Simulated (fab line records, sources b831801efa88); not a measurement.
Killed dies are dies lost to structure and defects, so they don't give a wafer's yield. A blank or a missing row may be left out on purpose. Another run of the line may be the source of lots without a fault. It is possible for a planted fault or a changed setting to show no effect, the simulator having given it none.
What tool caused it?	flow sky130	13 lots with 39 wafers sampled at 5 steps, on a route of 708 steps

WHAT EACH GAUGE READ, for each wafer
SKY_LDD_P_OVL_MEAS_08.
lot	measured	on	LDD_P_OVL (nm)
L604	day 19 01:49	overlay-02	-2.6 -1.6 -3.5
L606	day 20 07:07	overlay-01	-1.5 -1.4 -3.7
L607	day 20 08:13	overlay-02	0.5 0.3 2.2
L608	day 20 16:10	overlay-01	0.3 -0.2 -0.4
L609	day 21 02:10	overlay-02	1.2 1.0 0.3
L610	day 21 12:15	overlay-02	3.1 -0.1 0.5
L612	day 21 22:37	overlay-01	-3.2 -3.2 -5.3
L613	day 22 05:03	overlay-02	-1.5 -0.3 -1.3
L615	day 23 00:48	overlay-01	-1.6 -1.7 -0.5
L617	day 23 18:25	overlay-02	-0.2 -2.1 -1.5
L618	day 24 03:10	overlay-01	0.0 0.4 0.5
L622	day 25 11:50	overlay-01	-0.8 1.1 -0.5
L625	day 26 14:19	overlay-02	-0.7 -3.3 -0.5

SKY_LDD_LDN_TW_MEAS_13.
lot	measured	on	LDD_LDN_TW
L604	day 23 00:04	film-metro-02	1481 1470 1480
L606	day 24 03:38	film-metro-02	1461 1457 1453
L607	day 24 04:50	film-metro-02	1464 1459 1458
L608	day 24 12:13	film-metro-01	1508 1498 1506
L609	day 24 22:41	film-metro-02	1459 1453 1461
L610	day 25 07:04	film-metro-01	1509 1506 1502
L612	day 25 17:31	film-metro-02	1461 1468 1465
L613	day 25 23:21	film-metro-02	1567 1566 1560
L615	day 26 18:43	film-metro-03	1561 1571 1560
L617	day 27 11:34	film-metro-03	1464 1469 1474
L618	day 27 19:06	film-metro-01	1498 1497 1505
L622	day 29 03:46	film-metro-03	1566 1567 1567
L625	day 30 03:38	film-metro-03	1472 1471 1478

SKY_POLY_CUT_OVL_MEAS_09.
lot	measured	on	POLY_CUT_OVL (nm)
L604	day 24 07:34	overlay-01	6 8 8
L606	day 25 10:07	overlay-02	9 4 6
L607	day 25 11:40	overlay-02	4 0 0
L608	day 25 19:49	overlay-02	2 -2 1
L609	day 26 06:46	overlay-02	0 -2 -4
L610	day 26 12:49	overlay-01	2 6 2
L612	day 27 00:07	overlay-02	7 10 8
L613	day 27 05:58	overlay-01	-3 1 5
L615	day 28 00:25	overlay-02	0 -5 -4
L617	day 28 17:52	overlay-01	2 0 7
L618	day 29 00:52	overlay-02	3 2 0
L622	day 30 08:55	overlay-01	10 11 11
L625	day 31 10:01	overlay-01	9 6 4

WHAT TOOL EACH LOT RAN ON (gives the tool, then ch and the chambers of the sampled wafers, and finally the start)
lot	SKY_LDD_HVP_STRIP_09	SKY_LDD_LDN_IMPLANT_09
L604	plasma-asher-03 ch 0,1, day 21 16:34	implanter-02 ch 0, day 22 23:31
L606	plasma-asher-03 ch 0,1, day 22 20:45	implanter-04 ch 0, day 24 03:07
L607	plasma-asher-04 ch 0,1, day 22 21:35	implanter-02 ch 0, day 24 04:19
L608	plasma-asher-03 ch 0,1, day 23 05:28	implanter-02 ch 0, day 24 11:41
L609	plasma-asher-03 ch 0, day 23 16:10	implanter-03 ch 0, day 24 22:08
L610	plasma-asher-02 ch 0,1, day 24 01:03	implanter-03 ch 0, day 25 06:33
L612	plasma-asher-02 ch 0,1, day 24 11:07	implanter-02 ch 0, day 25 16:59
L613	plasma-asher-04 ch 1, day 24 17:25	implanter-02 ch 0, day 25 22:30
L615	plasma-asher-03 ch 0,1, day 25 12:41	implanter-04 ch 0, day 26 17:53
L617	plasma-asher-02 ch 0,1, day 26 05:52	implanter-04 ch 0, day 27 11:02
L618	plasma-asher-03 ch 0,1, day 26 13:20	implanter-03 ch 0, day 27 18:35
L622	plasma-asher-02 ch 0,1, day 27 21:34	implanter-02 ch 0, day 29 02:53
L625	plasma-asher-04 ch 0, day 28 23:52	implanter-04 ch 0, day 30 03:05
- SKY_LDD_HVP_STRIP_09: strips in O2/N2.
- SKY_LDD_LDN_IMPLANT_09

AS READ BY THE TOOLS THEMSELVES (means over the sampled wafers that have a number; for cases with no such wafer, the mark the record gives instead)
SKY_LDD_HVP_STRIP_09.
lot	tool	drypump-motor-current-A (A)	oes-product-au (a.u.)	strip-time-to-endpoint-s (s)
L604	plasma-asher-03	5.65	0.409	4.146
L606	plasma-asher-03	5.66	0.409	4.128
L607	plasma-asher-04	5.52	0.408	4.145
L608	plasma-asher-03	5.67	0.412	4.157
L609	plasma-asher-03	5.61	0.406	4.135
L610	plasma-asher-02	5.51	0.408	4.149
L612	plasma-asher-02	5.43	0.409	4.133
L613	plasma-asher-04	5.42	0.409	4.149
L615	plasma-asher-03	5.67	0.404	4.144
L617	plasma-asher-02	5.43	0.414	4.142
L618	plasma-asher-03	5.64	0.407	4.141
L622	plasma-asher-02	5.44	0.410	4.121
L625	plasma-asher-04	5.67	0.409	4.150

THE ANSWER, worked out from the rows above alone
Rule: what is usual is taken from the lots themselves. The widest of any qualifying gaps counts: lots, ordered by their means at a reading, are off when they make up no more than a third of the lots, leave a main group of 4 or more, and stand apart from it by 3 or more times the standard deviation of that group's means. A main group is skipped when, at the precision printed for the reading in the tables above, its means are all equal. Also off: a lot with no number at a reading for which 4 or more lots have one. Where the step has rows for the other lots, those lots are counted as sound. First the gauges in route order, then the tools' own readings, where a lot's mean is used as printed above. The first step at which some lot is off is used, and at that step the reading that is off furthest; a lot without a number counts as furthest.
Off: L613, L615, L622, at SKY_LDD_LDN_TW_MEAS_13 (LDD_LDN_TW). The main group has a mean of 1477 with a standard deviation of 18.
If a tool, at a process step before that reading, ran all the lots that are off and no sound lot after the first of them, it fits. Those tools and the gauges at SKY_LDD_LDN_TW_MEAS_13 are tried in the same way. No candidate that was tried fits.

WHAT HAD BEEN PUT IN BY THE SIMULATOR
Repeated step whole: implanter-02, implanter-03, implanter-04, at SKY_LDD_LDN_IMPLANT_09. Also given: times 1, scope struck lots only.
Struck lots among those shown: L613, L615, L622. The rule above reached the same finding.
